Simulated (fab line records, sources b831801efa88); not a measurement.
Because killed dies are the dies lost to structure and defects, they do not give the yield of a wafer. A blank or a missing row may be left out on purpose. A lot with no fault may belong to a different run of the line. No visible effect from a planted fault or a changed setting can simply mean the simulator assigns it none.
Which tool is to blame?	flow sky130	Sampling: 6 lots, 18 wafers, 3 of 708 route steps

WHAT THE GAUGES SHOWED, per wafer
SKY_VIA3_CD_MEAS_12: the cd target is 200 nm.
lot	measured	on	cd nm (nm)
L480	day 40 08:58	cd sem-02	200.3 201.1 199.7
L482	day 40 22:44	cd sem-01	201.3 200.8 202.0
L484	day 41 13:43	cd sem-02	200.7 199.0 200.9
L488	day 42 22:56	cd sem-02	200.7 202.0 200.8
L490	day 43 10:02	cd sem-01	198.2 198.8 199.5
L496	day 44 20:28	cd sem-01	200.1 200.3 199.0

WHICH TOOL RAN EACH LOT (tool, then ch and the chambers of the sampled wafers, then the start)
lot	SKY_CAPM_METAL_ETCH_13	SKY_METAL3_DESCUM_15
L480	rie metal-02 ch 0,1, day 38 05:10	rie metal-01 ch 0, day 39 07:19
L482	rie metal-02 ch 0,1, day 38 19:16	rie metal-04 ch 0,1, day 39 21:04
L484	rie metal-04 ch 0,1, day 39 12:11	rie metal-04 ch 0,1, day 40 12:37
L488	rie metal-01 ch 0,1, day 40 22:16	rie metal-04 ch 0,1, day 41 22:43
L490	rie metal-01 ch 0,1, day 41 08:35	rie metal-04 ch 0,1, day 42 09:29
L496	rie metal-02 ch 0,1, day 42 22:01	rie metal-03 ch 0,1, day 43 20:53
- SKY_CAPM_METAL_ETCH_13: etches TiN in Cl2/BCl3, stops on SiO2, target depth 220 nm, time 62.9 s.
- SKY_METAL3_DESCUM_15: chemistry O2, time 8 s.

THE ANSWER, worked out from the rows above alone
Rule: the usual values come from the lots themselves. The widest of any qualifying gaps counts: lots, ordered by their means at a reading, are off when they make up no more than a third of the lots, leave a main group of 4 or more, and stand apart from it by 3 or more times the standard deviation of that group's means. Not used: any main group whose means are identical at the precision the tables above print for the reading. Also off: a lot with no number at a reading for which 4 or more lots have one. All remaining lots with rows at the step are treated as sound.
No lot is off at any reading shown: from this, nothing can be told.

WHAT THE SIMULATOR HAD PUT IN
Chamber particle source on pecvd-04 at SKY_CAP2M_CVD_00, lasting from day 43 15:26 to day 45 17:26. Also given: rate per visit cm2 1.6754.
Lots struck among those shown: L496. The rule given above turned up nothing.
